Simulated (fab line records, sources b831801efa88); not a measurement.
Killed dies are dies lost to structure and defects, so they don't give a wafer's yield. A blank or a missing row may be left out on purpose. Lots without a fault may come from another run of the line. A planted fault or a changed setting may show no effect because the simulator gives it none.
Which tool did it? | flow sky130 | 14 lots, 38 wafers sampled, at 5 steps of a route of 708

WHAT THE GAUGES READ, wafer by wafer
SKY_VIA4_THK_MEAS_01. Usual: VIA4_HDPCVD_THK 1752 nm, standard deviation 17.
lot  | measured     | on            | VIA4_HDPCVD_THK (nm)          | flag
L281 | day 43 03:28 | film_metro-03 | 1772 1775 1762                |
L282 | day 43 04:39 | film_metro-03 | 1750 1766 1759                |
L284 | day 43 09:49 | film_metro-02 | 1727 1716 1728                |
L283 | day 43 11:44 | film_metro-02 | 1735 1744 1740                |
L285 | day 43 18:52 | film_metro-02 | 1757 1760 1749                |
L288 | day 44 16:14 | film_metro-04 | 1745 1738 1744                |
L287 | day 44 21:20 | film_metro-03 | 1756 1759 1778                |
L290 | day 45 04:34 | film_metro-03 | 1741 1764 1741                |
L293 | day 45 22:20 | film_metro-03 | 1747 1757 1755                |
L295 | day 46 11:23 | film_metro-04 | 1744 1735 1750                |
L297 | day 47 06:41 | film_metro-03 | 1760 3412 3407 1760 3414 3408 | OFF
L299 | day 47 08:15 | film_metro-04 | 1714 1718 1754                |
L300 | day 47 12:22 | film_metro-02 | 3377 3376                     | OFF
L301 | day 47 16:37 | film_metro-02 | 3409 3410                     | OFF

SKY_METAL5_THK_MEAS_06: measures by xrf. Usual: METAL5_ALCU_THK 1133 nm, standard deviation 11.
lot  | measured     | on            | METAL5_ALCU_THK (nm) | flag
L281 | day 44 03:37 | film_metro-02 | 1129 1134 1146       |
L282 | day 44 05:20 | film_metro-02 | 1123 1142 1126       |
L284 | day 44 10:44 | film_metro-02 | 1140 1150 1157       |
L283 | day 44 11:19 | film_metro-01 | 1132 1135 1142       |
L285 | day 44 18:54 | film_metro-02 | 1157 1141 1125       |
L288 | day 45 15:25 | film_metro-01 | 1120 1105 1121       |
L287 | day 45 19:55 | film_metro-04 | 1129 1115 1115       |
L290 | day 46 04:17 | film_metro-02 | 1123 1115 1120       |
L293 | day 46 20:11 | film_metro-04 | 1132 1125 1130       |
L295 | day 47 09:40 | film_metro-04 | 1140 1144 1145       |
L297 | day 48 04:14 | film_metro-01 | 1143 1125 1129       |
L299 | day 48 05:13 | film_metro-04 | 1146 1151 1157       |
L300 | day 48 10:14 | film_metro-01 | 1124                 |
L301 | day 48 13:55 | film_metro-02 | 1129                 |

WHICH TOOL RAN EACH LOT (tool, then ch and the chambers of the sampled wafers, then the start)
lot  | SKY_VIA3_SPUTTER_20          | SKY_METAL4_SPUTTER_02        | SKY_VIA4_HDPCVD_00
L281 | pvd_sputter-03, day 41 01:14 | pvd_sputter-02, day 41 01:57 | hdpcvd-01 ch 0,1,2, day 43 03:18
L282 | pvd_sputter-01, day 41 02:23 | pvd_sputter-04, day 41 03:06 | hdpcvd-01 ch 0,1,2, day 43 04:28
L284 | pvd_sputter-02, day 41 07:50 | pvd_sputter-04, day 41 08:41 | hdpcvd-01 ch 0,2, day 43 09:38
L283 | pvd_sputter-03, day 41 09:09 | pvd_sputter-04, day 41 09:59 | hdpcvd-01 ch 1,2, day 43 11:33
L285 | pvd_sputter-02, day 41 16:56 | pvd_sputter-04, day 41 17:46 | hdpcvd-02 ch 0,1, day 43 18:41
L288 | pvd_sputter-02, day 42 16:04 | pvd_sputter-04, day 42 16:47 | hdpcvd-01 ch 1,2, day 44 16:02
L287 | pvd_sputter-02, day 42 21:14 | pvd_sputter-01, day 42 21:57 | hdpcvd-01 ch 0,1,2, day 44 21:08
L290 | pvd_sputter-03, day 43 04:53 | pvd_sputter-01, day 43 05:40 | hdpcvd-02 ch 0,1,2, day 45 04:23
L293 | pvd_sputter-02, day 43 23:19 | pvd_sputter-04, day 44 00:02 | hdpcvd-01 ch 0,1,2, day 45 22:08
L295 | pvd_sputter-03, day 44 14:46 | pvd_sputter-04, day 44 15:29 | hdpcvd-01 ch 0,1,2, day 46 11:11
L297 | pvd_sputter-03, day 45 10:32 | pvd_sputter-02, day 45 11:15 | hdpcvd-01 ch 1,2, day 47 06:31
L299 | pvd_sputter-03, day 45 11:43 | pvd_sputter-04, day 45 12:25 | hdpcvd-02 ch 0,2, day 47 08:04
L300 | pvd_sputter-01, day 45 17:07 | pvd_sputter-01, day 45 17:49 | hdpcvd-01 ch 2, day 47 12:11
L301 | pvd_sputter-02, day 45 22:18 | pvd_sputter-04, day 45 23:00 | hdpcvd-01 ch 2, day 47 16:29
- SKY_VIA3_SPUTTER_20: material TiN, target thk 20 nm, time 80 s.
- SKY_METAL4_SPUTTER_02: material AlCu, target thk 735 nm, time 39.1 s.
- SKY_VIA4_HDPCVD_00: deposits SiO2, target thk 1750 nm, time 291.7 s.

WHAT THE TOOLS THEMSELVES READ (means of the sampled wafers that have a number; where no wafer has one, the mark that the record gives instead)
SKY_VIA3_SPUTTER_20. Usual: throttle_valve_pct 30.2 %, standard deviation 1.
lot  | tool           | throttle_valve_pct (%) | flag
L281 | pvd_sputter-03 | 30.1                   |
L282 | pvd_sputter-01 | 30.1                   |
L284 | pvd_sputter-02 | 30.6                   |
L283 | pvd_sputter-03 | 31.4                   |
L285 | pvd_sputter-02 | 30.7                   |
L288 | pvd_sputter-02 | 30.1                   |
L287 | pvd_sputter-02 | 29.5                   |
L290 | pvd_sputter-03 | 30.5                   |
L293 | pvd_sputter-02 | 29.6                   |
L295 | pvd_sputter-03 | 29.1                   |
L297 | pvd_sputter-03 | 30.8                   |
L299 | pvd_sputter-03 | 30.4                   |
L300 | pvd_sputter-01 | 31.5                   |
L301 | pvd_sputter-02 | 28.0                   |

SKY_METAL4_SPUTTER_02. Usual: throttle_valve_pct 29.9 %, standard deviation 0.99.
lot  | tool           | throttle_valve_pct (%) | flag
L281 | pvd_sputter-02 | 30.3                   |
L282 | pvd_sputter-04 | 30.0                   |
L284 | pvd_sputter-04 | 29.9                   |
L283 | pvd_sputter-04 | 30.0                   |
L285 | pvd_sputter-04 | 29.3                   |
L288 | pvd_sputter-04 | 30.0                   |
L287 | pvd_sputter-01 | 30.8                   |
L290 | pvd_sputter-01 | 30.4                   |
L293 | pvd_sputter-04 | 29.0                   |
L295 | pvd_sputter-04 | 29.5                   |
L297 | pvd_sputter-02 | 29.6                   |
L299 | pvd_sputter-04 | 29.3                   |
L300 | pvd_sputter-01 | 32.0                   |
L301 | pvd_sputter-04 | 28.5                   |

THE ANSWER, worked out from the rows above alone
Rule: a lot is off if the mean of its wafers that have a number lies more than 3 standard deviations from the usual mean. A lot without any number at a reading at which 4 lots or more have one is off too. The other lots that the step has rows for count as sound. The gauges are gone through in route order, then the tools' own readings, and for those a lot's mean is taken as printed above. The first step at which some lot is off is used, and at that step the reading that is off furthest; a lot without a number counts as furthest.
Off: L297, L300, L301, at SKY_VIA4_THK_MEAS_01 (VIA4_HDPCVD_THK).
A tool fits if, at a process step before that reading, it ran every lot that is off, and no sound lot after the first of them. The gauges at SKY_VIA4_THK_MEAS_01 are tried like those tools. One fits: hdpcvd-01 at SKY_VIA4_HDPCVD_00. Its last sound lot is L295 (day 46 11:11), its first lot that is off L297 (day 47 06:31): a fault that began between those two fits.

WHAT THE SIMULATOR HAD PUT IN
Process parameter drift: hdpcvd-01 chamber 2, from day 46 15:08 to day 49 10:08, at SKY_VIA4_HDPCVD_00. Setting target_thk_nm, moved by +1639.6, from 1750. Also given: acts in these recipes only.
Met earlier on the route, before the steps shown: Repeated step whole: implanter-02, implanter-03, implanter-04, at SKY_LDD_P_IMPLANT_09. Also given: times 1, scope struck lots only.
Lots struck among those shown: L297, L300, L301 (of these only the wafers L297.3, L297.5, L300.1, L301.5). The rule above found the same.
